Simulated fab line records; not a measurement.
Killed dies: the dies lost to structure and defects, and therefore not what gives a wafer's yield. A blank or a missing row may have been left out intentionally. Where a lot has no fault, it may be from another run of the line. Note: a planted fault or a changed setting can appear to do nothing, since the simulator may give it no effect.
8D (eight disciplines) problem report, filled in by code + flow sky130 + the parts of the form that need people (team, actions taken, sign-off) are left out

== 1. THE PROBLEM ==
At SKY_VT_ADJUST_NCORE_STRIP_10, strip-time-to-endpoint-s averages 14.64 s over 6 wafers from 2 lots, while fault-free wafers read 14.21 s, standard deviation 0.035. That puts it +12 standard deviations away from the usual mean.
The step: strips in O2/N2.
The first sign was on wafer L266.2 at day 13 18:51, on plasma-asher-04. The record holds 39 wafers of 13 lots with a number at this step. Rule for "out" (also "out of limits"): further than 4 standard deviations from the usual mean. The other wafers with a number count as sound.

== 2. WHAT IT IS, WHAT IT ISN'T ==
| question                    | is                       | is not                                                                                 |
|-----------------------------|--------------------------|----------------------------------------------------------------------------------------|
| which readings at this step | strip-time-to-endpoint-s | drypump-motor-current-A, oes-product-au                                                |
| which lots                  | L265, L266               | L253, L254, L255, L256, L257, L261, L262, L264, L272, L273, L274                       |
| which wafers of those lots  | all that have a number   | -                                                                                      |
| read on which tools         | plasma-asher-04          | plasma-asher-02, plasma-asher-03                                                       |
| when                        | from day 13 18:51        | up to then (21 sound wafers); but 12 sound wafers of L264, L272, L273, L274 came after |

== 3. WHAT RULES OUT EACH SUSPECT ==
Counting: a tool at any process step up to the reading remains a suspect when it ran all the lots that are out and ran no sound lot after the first of those.
- litho-track-03 at SKY_VT_ADJUST_NCORE_COAT_02 (resist thk 1140 nm): kept. Every lot that is out went through it, starting with L266 (day 13 05:55), and after that it ran no sound lot; the last sound lot it ran before then is L262 (day 11 00:31).
- plasma-asher-04 at SKY_VT_ADJUST_NCORE_STRIP_10 (strips in O2/N2): kept. Every lot that is out went through it, starting with L266 (day 13 18:51), and after that it ran no sound lot; the last sound lot it ran before then is L257 (day 10 03:52). Out on those wafers are its own readings of strip-time-to-endpoint-s.
Remaining after the count are litho-track-03 at SKY_VT_ADJUST_NCORE_COAT_02 and plasma-asher-04 at SKY_VT_ADJUST_NCORE_STRIP_10.

== 4. THE CAUSE (what the simulator had put in) ==
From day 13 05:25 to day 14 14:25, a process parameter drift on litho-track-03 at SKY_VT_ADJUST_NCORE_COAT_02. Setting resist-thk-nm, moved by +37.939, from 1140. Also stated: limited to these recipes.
2 suspects survive the count, and this tool is in that group.

== 5. THE CHAIN OF EFFECTS, in route order ==
One row per reading whose mean, taken over the struck wafers that have a number, lies over 3 standard deviations from the usual. Only readings for which the record gives a usual standard deviation are gone through. hours: the time from each lot's start at the first step in this table that gives one to its start at this step, as a median over the lots. sigmas: the change in usual standard deviations.
| hours | step                         | reading                  | usual   | on struck wafers | change | sigmas |
|-------|------------------------------|--------------------------|---------|------------------|--------|--------|
| 0     | SKY_VT_ADJUST_NCORE_STRIP_10 | strip-time-to-endpoint-s | 14.21 s | 14.64            | +0.43  | +12    |
Process steps it contains:
- SKY_VT_ADJUST_NCORE_STRIP_10: strips in O2/N2.
At these later measuring or inspecting steps, every struck wafer for which the step has a row has a number for every such reading, and none has moved that far: SKY_VT_ADJUST_HVTR_OVL_MEAS_08.

== 6. HOW IT WOULD HAVE BEEN CAUGHT EARLIER ==
13 hours passed between the start of the fault at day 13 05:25 and the first reading out of limits in this record, taken at day 13 18:51.
Of the tool readings at SKY_VT_ADJUST_NCORE_COAT_02 for which the record gives a usual standard deviation, none was out on any struck wafer, so an alarm limit of 4 standard deviations on them would not have fired.
The start of SKY_VT_ADJUST_NCORE_COAT_02 on litho-track-03 came by day 13 18:51 for every one of the lots that are out (2). None of them would have been spared by holding the tool at that moment.
